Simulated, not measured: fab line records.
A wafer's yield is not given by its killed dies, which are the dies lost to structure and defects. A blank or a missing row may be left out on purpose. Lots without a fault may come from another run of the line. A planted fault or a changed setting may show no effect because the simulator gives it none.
Chamber matching	flow sky130	4 sister chambers for SKY_VIA1_CMP_02 on cmp-01
The step polishes SiO2. 24 wafers are shown with their chamber, then 12 later ones without.

## WAFERS PAIRED WITH THEIR CHAMBERS
wafer	chamber	motor current A (A)	slurry flow ml min
L074.1	0	13.0	150.2
L074.3	3	11.8	149.3
L074.6	1	10.8	150.1
L076.1	3	11.5	149.8
L076.3	0	13.2	149.8
L076.4	1	10.7	150.2
L077.1	2	10.9	150.0
L077.4	1	11.4	149.0
L077.5	3	12.0	149.5
L079.3	3	11.9	149.5
L079.4	2	11.0	149.9
L079.6	1	10.7	150.5
L081.3	1	10.1	149.4
L081.4	3	11.8	149.2
L081.6	2	11.0	150.5
L080.1	0	12.7	150.2
L080.4	1	10.6	151.0
L080.5	1	11.1	150.4
L083.2	3	11.4	150.4
L083.5	1	11.0	150.5
L083.6	2	11.1	149.3
L084.1	1	11.1	149.7
L084.2	3	12.1	149.8
L084.5	2	11.1	150.8

SIGNATURES (averages over the wafers above)
reading	chamber 0	chamber 1	chamber 2	chamber 3	scatter within a chamber
motor current A	12.967	10.833	11.020	11.786	0.288
slurry flow ml min	150.067	150.089	150.100	149.643	0.525
Rule: a wafer lies at a distance from a chamber equal to the root of the sum of squares, over the readings, of (its reading less the chamber's mean, divided by the reading's scatter). If the next closest chamber is less than 2 further off than the closest, the wafer can't be placed; otherwise it belongs to the closest. The scatter: the root of (the sum of the squares of (reading less its chamber's mean) over the shown wafers, divided by (wafers less chambers)).

## WAFERS MISSING THEIR CHAMBER
wafer	motor current A (A)	slurry flow ml min
L087.1	12.5	149.5
L087.5	11.2	150.2
L087.6	12.0	150.0
L091.1	13.0	149.7
L091.2	11.8	149.7
L091.4	11.7	150.5
L092.3	12.4	149.4
L092.5	11.9	150.1
L092.6	11.3	150.3
L097.1	13.0	149.8
L097.3	10.7	149.9
L097.5	12.4	150.0

## EACH ONE'S CHAMBER
wafer	from the rows above	in truth
L087.1	can't be placed: 0 or 3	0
L087.5	can't be placed: 2 or 1 or 3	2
L087.6	3	3
L091.1	0	0
L091.2	3	3
L091.4	can't be placed: 3 or 2 or 1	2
L092.3	can't be placed: 3 or 0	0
L092.5	3	3
L092.6	can't be placed: 2 or 1 or 3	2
L097.1	0	0
L097.3	can't be placed: 1 or 2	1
L097.5	can't be placed: 0 or 3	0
Correct placement for 5 of the 12. Can't be placed from these rows: 7 (the true chamber is among the candidates in 7). Placed wrongly: 0.
